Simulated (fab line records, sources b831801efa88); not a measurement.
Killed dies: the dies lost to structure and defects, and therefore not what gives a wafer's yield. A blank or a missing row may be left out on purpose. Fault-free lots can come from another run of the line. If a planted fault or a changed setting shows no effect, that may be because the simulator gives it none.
Matching of chambers || flow sky130 || 4 sister chambers for SKY_POLY_GATE_ETCH_17 on rie-si-02
The step etches poly-Si in HBr/Cl2, stops on SiO2, target depth 180 nm, time 70.5 s. 4 wafers are shown with their chamber, then 8 later ones without.

## WAFERS WITH THEIR CHAMBER
{"wafer": "L937.1", "chamber": 0, "drypump-motor-current-A (A)": 5.4}
{"wafer": "L939.2", "chamber": 1, "drypump-motor-current-A (A)": 5.7}
{"wafer": "L939.3", "chamber": 3, "drypump-motor-current-A (A)": 5.7}
{"wafer": "L941.3", "chamber": 2, "drypump-motor-current-A (A)": 5.7}

## WAFERS WITHOUT THEIR CHAMBER
{"wafer": "L941.5", "drypump-motor-current-A (A)": 5.7}
{"wafer": "L941.6", "drypump-motor-current-A (A)": 5.5}
{"wafer": "L943.3", "drypump-motor-current-A (A)": 5.7}
{"wafer": "L943.4", "drypump-motor-current-A (A)": 5.4}
{"wafer": "L943.6", "drypump-motor-current-A (A)": 5.7}
{"wafer": "L945.1", "drypump-motor-current-A (A)": 5.7}
{"wafer": "L945.2", "drypump-motor-current-A (A)": 5.7}
{"wafer": "L945.4", "drypump-motor-current-A (A)": 5.4}

## THE CHAMBER EACH PASSED THROUGH
{"wafer": "L941.5", "from the rows above": "can't be placed: 1 or 2 or 3", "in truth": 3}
{"wafer": "L941.6", "from the rows above": 0, "in truth": 0}
{"wafer": "L943.3", "from the rows above": "can't be placed: 1 or 2 or 3", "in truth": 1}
{"wafer": "L943.4", "from the rows above": 0, "in truth": 0}
{"wafer": "L943.6", "from the rows above": "can't be placed: 1 or 2 or 3", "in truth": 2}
{"wafer": "L945.1", "from the rows above": "can't be placed: 1 or 2 or 3", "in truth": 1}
{"wafer": "L945.2", "from the rows above": "can't be placed: 1 or 2 or 3", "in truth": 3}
{"wafer": "L945.4", "from the rows above": 0, "in truth": 0}
Placed correctly: 3 of 8. Cannot be placed on the basis of these rows: 5; the candidates contain the true chamber in 5. Wrongly placed: 0.
How it was worked out, from the rows above alone: a wafer's distance from a chamber is the root of the sum, over the readings, of the square of ((its reading less the chamber's mean) divided by the reading's scatter). The wafer belongs to the nearest chamber; if the next one is less than 2 further off, it can't be placed. Each chamber's mean is taken over the wafers shown for it. The scatter: root of mean squared gap, hidden wafer to nearest shown wafer, with one shown wafer a chamber.
